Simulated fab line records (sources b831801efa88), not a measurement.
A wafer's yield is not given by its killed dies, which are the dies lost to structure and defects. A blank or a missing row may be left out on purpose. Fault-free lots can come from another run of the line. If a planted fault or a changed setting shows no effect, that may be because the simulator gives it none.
Which tool was responsible? + flow gf180mcu + route of 602 steps, sampled at 1 step: 7 lots, 21 wafers

WHAT THE GAUGES READ, wafer by wafer
GF_V2_BOW_MEAS_05.
| lot  | measured     | on            | V2_BOW (um) |
|------|--------------|---------------|-------------|
| L996 | day 20 08:05 | film-metro-02 | 87 91 97    |
| L998 | day 21 10:56 | film-metro-03 | 103 92 97   |
| L101 | day 22 03:59 | film-metro-04 | 91 88 88    |
| L108 | day 24 19:04 | film-metro-03 | 102 94 85   |
| L112 | day 25 21:55 | film-metro-04 | 97 89 100   |
| L115 | day 26 15:25 | film-metro-02 | 88 97 89    |
| L117 | day 27 03:38 | film-metro-04 | 102 88 88   |

WHICH TOOL RAN EACH LOT (tool, then ch and the chambers of the sampled wafers, then the start)
No process step before these readings appears in the record.

THE ANSWER, worked out from the rows above alone
Rule: what is usual is taken from the lots themselves. The widest of any qualifying gaps counts: lots, ordered by their means at a reading, are off when they make up no more than a third of the lots, leave a main group of 4 or more, and stand apart from it by 3 or more times the standard deviation of that group's means. The tables above print the reading to a certain number of digits; a main group whose means all agree to those digits is not used. A lot without any number at a reading at which 4 lots or more have one is off too. All remaining lots with rows at the step are treated as sound.
No lot is off on any of the readings shown, so nothing can be concluded from this.

WHAT THE SIMULATOR PUT IN
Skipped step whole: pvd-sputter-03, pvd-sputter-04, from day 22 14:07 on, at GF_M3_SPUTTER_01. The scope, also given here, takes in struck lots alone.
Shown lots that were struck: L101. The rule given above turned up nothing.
